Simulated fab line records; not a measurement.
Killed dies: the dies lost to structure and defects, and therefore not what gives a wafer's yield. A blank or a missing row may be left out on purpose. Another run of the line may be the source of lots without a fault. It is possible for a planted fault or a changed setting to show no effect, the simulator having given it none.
Struck lot and sound lot, side by side ; flow sky130 ; 15 steps out of a route of 708
Sound: the wafers L635.1, L635.4, L635.6. Struck: wafer L648.5 (left out: L648.1, L648.2 of the same lot, which were not struck); the cause appears at the end.
For every step that has rows: the tool of each side, followed by ch and its chambers, followed by its first start. Under that, the readings that differ: sound wafers ; struck wafers ; difference of the means ; sigmas: that difference in standard deviations of wafers without a fault.
alike: words and numbers the same on both sides, and readings whose means are apart by under 2 such deviations; not compared: readings that were withheld, readings missing a value for some wafer, numbers with overlapping values and no deviation given by the record, and bounds like >300 which may hide the same value.
Wherever a step has rows on one side only, a row that says differs or no value, or a row with sigmas, the two part there. When numbers do not overlap yet have no deviation, they are printed without sigmas and do not part them. Lack of a reading on every wafer of one side parts them only where that side has two or more wafers.

SKY_SD_N_RS_MEAS_16: uses a four-point probe to measure.
  sound on filmMetro-04 at day 32 02:58; struck on filmMetro-04 at day 35 18:42
  alike: SD_N_RS
SKY_SD_N_RS_MEAS_17: uses a four-point probe to measure.
  sound on filmMetro-04 at day 32 03:05; struck on filmMetro-04 at day 35 18:49
  alike: SD_P_RS
SKY_SD_N_RS_MEAS_18: uses a four-point probe to measure.
  sound on filmMetro-04 at day 32 03:12; struck on filmMetro-04 at day 35 18:56
  alike: RES_XHIGH_RS
then, 2 steps without rows for these wafers: SKY_SALICIDE_CLEAN_00 (cleans in HF-last, time 30 s); SKY_LI_CONTACT_HDPCVD_00 (deposits PSG, target thk 930 nm, time 155 s).
SKY_LI_CONTACT_THK_MEAS_01:
  sound on filmMetro-02 at day 32 03:26; struck on filmMetro-01 at day 35 19:11
  alike: LI_CONTACT_HDPCVD_THK
SKY_LI_CONTACT_CMP_02: polishes PSG.
  sound on cmp-01 ch 1,3, day 32 03:33; struck on cmp-02 ch 3, day 35 19:14
reading;sound;struck;difference;sigmas
motorCurrentA (A);12.2 11.8 12.3;10.2;-1.9;-2
  alike: retainingRingPressureFrac, timeToEndpointS
SKY_LI_CONTACT_BOW_MEAS_03:
  sound on filmMetro-04 at day 32 03:48; struck on filmMetro-02 at day 35 19:32
  alike: LI_CONTACT_BOW
then, 4 steps without rows for these wafers: SKY_LI_CONTACT_DEHYDRATE_04 (time 60 s); SKY_LI_CONTACT_HMDS_05 (prime time 60 s); SKY_LI_CONTACT_COAT_06 (resist thk 60 nm); SKY_LI_CONTACT_COAT_07 (resist thk 450 nm).
SKY_LI_CONTACT_SOFTBAKE_08: time 90 s.
  sound on lithoTrack-01 ch 0, day 32 17:00; struck on lithoTrack-01 ch 0, day 36 09:00
reading;sound;struck;difference;sigmas
heaterPowerTotalW (W);57.49 57.22 57.49;58.00;+0.60;+5
runLengthS (s);119.42 119.29 119.22;115.30;-4.01;-13
  alike: exhaustPa
  not compared: plateTempC
then, 1 step without rows for these wafers: SKY_LI_CONTACT_EXPOSE_09 (exposes mask LICM1, target cd 170 nm).
-- record jumps: 15 days separate the struck wafers' starts on either side; left off in module LI_CONTACT, taken up again in module PAD_OPEN, whose first shown step is the route's number 708 --
SKY_PAD_OPEN_PROBE_99:
  sound on prober-02 at day 49 04:50; struck on prober-01 at day 51 13:59
reading;sound;struck;difference;sigmas
killed_at_M4_up;0 5 3;7;+4;+2
killedDies;70 80 74;95;+20;+2
killedOpen;42 42 42;59;+17;+2
  alike: killed_at_M0_to_M3, killedAtContacts, killedAtFrontEnd, killedAtOther, killedShort

WHERE THEY PART
Last at SKY_PAD_OPEN_PROBE_99 as far as this record goes, first at SKY_LI_CONTACT_CMP_02.

WHY: the cause the simulator had injected
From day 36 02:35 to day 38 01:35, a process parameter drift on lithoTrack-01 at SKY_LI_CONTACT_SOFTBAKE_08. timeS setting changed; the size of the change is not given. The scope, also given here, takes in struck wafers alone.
